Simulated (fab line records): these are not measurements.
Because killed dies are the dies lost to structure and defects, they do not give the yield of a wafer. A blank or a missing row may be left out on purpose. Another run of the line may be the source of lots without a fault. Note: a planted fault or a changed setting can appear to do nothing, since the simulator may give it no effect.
Matching of chambers + flow gf180mcu + GF_HV_LDD_ETCHBACK_58 on rieDiel-03 has 4 sister chambers
The step etches Si3N4 in CH3F/O2, stops on SiO2, time 100 s, target depth 90 nm. 18 wafers are shown with their chamber, then 9 later ones without.

EACH WAFER AND ITS CHAMBER
| wafer  | chamber | drypumpMotorCurrentA (A) | throttleValvePct (%) | oesProductAu (a.u.) |
|--------|---------|--------------------------|----------------------|---------------------|
| L475.1 | 0       | 4.8                      | 10.561               | 0.831               |
| L475.4 | 1       | 5.7                      | 10.575               | 0.836               |
| L475.6 | 0       | 4.8                      | 10.550               | 0.830               |
| L480.3 | 0       | 4.8                      | 10.558               | 0.835               |
| L480.5 | 2       | 5.3                      | 10.549               | 0.837               |
| L480.6 | 3       | 5.5                      | 10.556               | 0.837               |
| L488.1 | 3       | 5.5                      | 10.573               | 0.843               |
| L488.5 | 0       | 4.8                      | 10.568               | 0.840               |
| L488.6 | 3       | 5.5                      | 10.558               | 0.840               |
| L491.3 | 1       | 5.7                      | 10.572               | 0.826               |
| L491.5 | 1       | 5.7                      | 10.561               | 0.833               |
| L491.6 | 0       | 4.8                      | 10.556               | 0.834               |
| L495.1 | 1       | 5.8                      | 10.565               | 0.827               |
| L495.2 | 3       | 5.5                      | 10.571               | 0.821               |
| L495.3 | 0       | 4.8                      | 10.553               | 0.835               |
| L494.1 | 3       | 5.5                      | 10.559               | 0.848               |
| L494.2 | 1       | 5.8                      | 10.552               | 0.847               |
| L494.6 | 0       | 4.8                      | 10.569               | 0.837               |

SIGNATURES (means of the wafers above)
| reading              | chamber 0 | chamber 1 | chamber 2 | chamber 3 | scatter within a chamber |
|----------------------|-----------|-----------|-----------|-----------|--------------------------|
| drypumpMotorCurrentA | 4.800     | 5.740     | 5.300     | 5.500     | 0.0293                   |
| throttleValvePct     | 10.55929  | 10.56500  | 10.54900  | 10.56340  | 0.00801                  |
| oesProductAu         | 0.83457   | 0.83380   | 0.83700   | 0.83780   | 0.00744                  |
Rule: a wafer lies at a distance from a chamber equal to the root of the sum of squares, over the readings, of (its reading less the chamber's mean, divided by the reading's scatter). The wafer belongs to the nearest chamber; if the next one is less than 2 further off, it can't be placed. The scatter is the square root of a quotient: the sum, over the shown wafers, of each reading's squared deviation from its chamber's mean, divided by wafers minus chambers.

WAFERS WHOSE CHAMBER IS MISSING
| wafer  | drypumpMotorCurrentA (A) | throttleValvePct (%) | oesProductAu (a.u.) |
|--------|--------------------------|----------------------|---------------------|
| L496.1 | 5.3                      | 10.564               | 0.842               |
| L496.4 | 5.5                      | 10.561               | 0.840               |
| L496.6 | 5.7                      | 10.566               | 0.837               |
| L497.1 | 5.4                      | 10.558               | 0.838               |
| L497.2 | 4.8                      | 10.561               | 0.837               |
| L497.3 | 5.7                      | 10.558               | 0.837               |
| L498.1 | 5.4                      | 10.554               | 0.836               |
| L498.3 | 4.8                      | 10.559               | 0.837               |
| L498.4 | 4.8                      | 10.579               | 0.838               |

WHICH CHAMBER EACH ONE RAN IN
| wafer  | from the rows above     | in truth |
|--------|-------------------------|----------|
| L496.1 | 2                       | 2        |
| L496.4 | 3                       | 3        |
| L496.6 | 1                       | 1        |
| L497.1 | can't be placed: 3 or 2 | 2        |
| L497.2 | 0                       | 0        |
| L497.3 | 1                       | 1        |
| L498.1 | can't be placed: 2 or 3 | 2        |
| L498.3 | 0                       | 0        |
| L498.4 | 0                       | 0        |
Placed correctly: 7 of 9. Can't be placed from these rows: 2 (the true chamber is among the candidates in 2). 0 placed wrongly.
